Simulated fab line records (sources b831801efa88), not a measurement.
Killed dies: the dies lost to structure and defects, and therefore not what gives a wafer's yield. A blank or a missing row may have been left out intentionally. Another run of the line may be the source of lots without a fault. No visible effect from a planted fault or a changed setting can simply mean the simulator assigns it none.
Which of the tools did it?	flow gf180mcu	12 lots, 36 wafers sampled, at 6 steps of a route of 602

== WHAT EACH GAUGE READ, for each wafer ==
GF_HV_LDD_CD_MEAS_19: target cd 400 nm. Usual: cd nm reads 400.4 nm (standard deviation 2).
lot	measured	on	cd nm (nm)	flag
L657	day 10 18:26	cd sem-01	400.1 399.5 398.8	
L659	day 11 13:24	cd sem-01	401.6 400.4 402.9	
L660	day 11 21:02	cd sem-01	397.8 400.6 399.8	
L662	day 12 12:18	cd sem-02	398.3 400.3 400.9	
L666	day 13 14:30	cd sem-01	399.6 401.9 -	
L668	day 14 03:42	cd sem-02	400.7 400.7 -	
L673	day 15 19:08	cd sem-01	401.4 401.7 403.0	
L675	day 16 14:30	cd sem-01	397.8 399.5 399.2	
L676	day 16 23:56	cd sem-01	395.8 394.6 395.6	
L677	day 17 04:36	cd sem-01	402.6 401.4 399.9	
L678	day 17 09:23	cd sem-01	398.9 398.4 397.1	
L680	day 18 03:27	cd sem-02	396.4 398.0 400.4	

GF_HV_LDD_OVL_MEAS_20. Usual: for HV_LDD_01_OVL the level is 0.3 nm and the standard deviation is 1.1.
lot	measured	on	HV_LDD_01_OVL (nm)	flag
L657	day 10 18:34	overlay-01	0.7 2.1 1.3	
L659	day 11 13:31	overlay-02	-1.3 -0.4 -2.4	
L660	day 11 21:09	overlay-01	-1.1 -0.6 -0.2	
L662	day 12 12:23	overlay-02	0.8 0.7 -0.5	
L666	day 13 14:37	overlay-01	0.5 0.9 -	
L668	day 14 03:49	overlay-02	1.5 1.9 -	
L673	day 15 19:16	overlay-01	0.8 -1.2 -0.8	
L675	day 16 14:37	overlay-01	0.1 -1.6 -0.3	
L676	day 17 00:01	overlay-01	-1.4 -1.0 -1.4	
L677	day 17 04:43	overlay-01	-0.1 -0.7 -0.2	
L678	day 17 09:30	overlay-01	-1.0 -0.8 1.5	
L680	day 18 03:33	overlay-02	0.5 0.3 -0.6	

GF_HV_LDD_TW_MEAS_23. Usual: for HV_LDD_2_TW the level is 1050 and the standard deviation is 8.7.
lot	measured	on	HV_LDD_2_TW	flag
L657	day 10 18:51	film metro-03	1053 1053 1056	
L659	day 11 13:49	film metro-03	1053 1053 1058	
L660	day 11 21:26	film metro-03	1055 1055 1057	
L662	day 12 12:41	film metro-03	1041 1042 1041	
L666	day 13 14:55	film metro-03	1046 1047 30	OFF
L668	day 14 04:07	film metro-02	1060 1058 30	OFF
L673	day 15 19:32	film metro-04	1043 1043 1032	
L675	day 16 14:54	film metro-02	1066 1072 1067	
L676	day 17 00:19	film metro-04	1046 1045 1041	
L677	day 17 05:00	film metro-04	1046 1043 1048	
L678	day 17 09:47	film metro-03	1045 1048 1048	
L680	day 18 03:50	film metro-04	1048 1045 1035	

GF_M2_CD_MEAS_14: target cd 280 nm. Usual: cd nm reads 279.9 nm (standard deviation 1).
lot	measured	on	cd nm (nm)	flag
L657	day 19 02:23	cd sem-02	282.2 280.8 281.4	
L659	day 20 05:59	cd sem-01	280.6 280.8 280.4	
L660	day 20 14:48	cd sem-01	278.1 279.1 279.7	
L662	day 21 11:29	cd sem-01	278.7 280.2 280.0	
L666	day 22 14:39	cd sem-01	279.0 279.6	
L668	day 23 05:53	cd sem-02	280.6 279.1	
L673	day 25 02:26	cd sem-01	280.8 281.1 281.9	
L675	day 25 17:49	cd sem-01	280.9 281.6 280.2	
L676	day 26 03:20	cd sem-02	279.0 278.0 279.0	
L677	day 26 08:00	cd sem-02	279.6 280.3 279.8	
L678	day 26 11:30	cd sem-02	279.7 280.6 279.3	
L680	day 27 03:51	cd sem-02	279.9 280.3 281.3	

GF_V4_OVL_MEAS_15. Usual: for V4_OVL the level is -3 nm and the standard deviation is 6.2.
lot	measured	on	V4_OVL (nm)	flag
L657	day 24 08:37	overlay-01	-11 -1 -3	
L659	day 25 10:15	overlay-02	-12 -11 0	
L660	day 25 17:18	overlay-02	4 5 4	
L662	day 26 10:52	overlay-01	-3 -9 -10	
L666	day 27 10:22	overlay-01	2 0	
L668	day 28 00:33	overlay-02	-4 -8	
L673	day 29 15:10	overlay-01	-12 -7 -1	
L675	day 30 04:16	overlay-02	-3 -2 -2	
L676	day 30 13:14	overlay-02	3 -11 -4	
L677	day 30 16:47	overlay-01	-17 -5 -10	
L678	day 30 20:26	overlay-01	-8 -2 0	
L680	day 31 10:25	overlay-02	-2 -14 -1	

== WHAT TOOL EACH LOT RAN ON (gives the tool, then ch and the chambers of the sampled wafers, and finally the start) ==
lot	GF_HV_LDD_DEVELOP_18
L657	litho track-03 ch 0, day 10 18:17
L659	litho track-01 ch 0, day 11 13:10
L660	litho track-02 ch 0, day 11 20:53
L662	litho track-01 ch 0, day 12 12:10
L666	litho track-01 ch 0, day 13 14:21
L668	litho track-01 ch 0, day 14 03:33
L673	litho track-03 ch 0, day 15 18:59
L675	litho track-02 ch 0, day 16 14:21
L676	litho track-03 ch 0, day 16 23:47
L677	litho track-02 ch 0, day 17 04:27
L678	litho track-02 ch 0, day 17 09:14
L680	litho track-02 ch 0, day 18 03:18
- GF_HV_LDD_DEVELOP_18: develop time 60 s.

== AS READ BY THE TOOLS THEMSELVES (means over the sampled wafers that have a number; for cases with no such wafer, the mark the record gives instead) ==
GF_HV_LDD_DEVELOP_18. Usual: developer temp C reads 22.99 C (standard deviation 0.14).
lot	tool	developer temp C (C)	flag
L657	litho track-03	23.02	
L659	litho track-01	22.80	
L660	litho track-02	22.92	
L662	litho track-01	22.98	
L666	litho track-01	23.04	
L668	litho track-01	23.06	
L673	litho track-03	23.12	
L675	litho track-02	22.87	
L676	litho track-03	23.09	
L677	litho track-02	22.89	
L678	litho track-02	23.00	
L680	litho track-02	22.77	

== THE ANSWER, worked out from the rows above alone ==
Rule: take the mean of a lot's wafers that have a number; if it is more than 3 standard deviations from the usual mean, the lot is off. Also off: a lot with no number at a reading for which 4 or more lots have one. All remaining lots with rows at the step are treated as sound. Order of review: gauges by route order, followed by the tools' own readings, for which a lot's mean as printed above is used. The first step at which some lot is off is used, and at that step the reading that is off furthest; a lot without a number counts as furthest.
Off: L666, L668, seen at GF_HV_LDD_TW_MEAS_23 (HV_LDD_2_TW).
If a tool, at a process step before that reading, ran all the lots that are off and no sound lot after the first of them, it fits. Those tools and the gauges at GF_HV_LDD_TW_MEAS_23 are tried in the same way. One candidate fits, namely litho track-01 at GF_HV_LDD_DEVELOP_18. Its last sound lot is L662 (day 12 12:10), its first lot that is off L666 (day 13 14:21): a fault that began between those two fits.

== WHAT THE SIMULATOR HAD INSERTED ==
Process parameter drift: litho track-01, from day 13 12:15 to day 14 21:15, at GF_HV_LDD_DEVELOP_18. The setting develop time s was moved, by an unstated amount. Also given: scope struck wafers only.
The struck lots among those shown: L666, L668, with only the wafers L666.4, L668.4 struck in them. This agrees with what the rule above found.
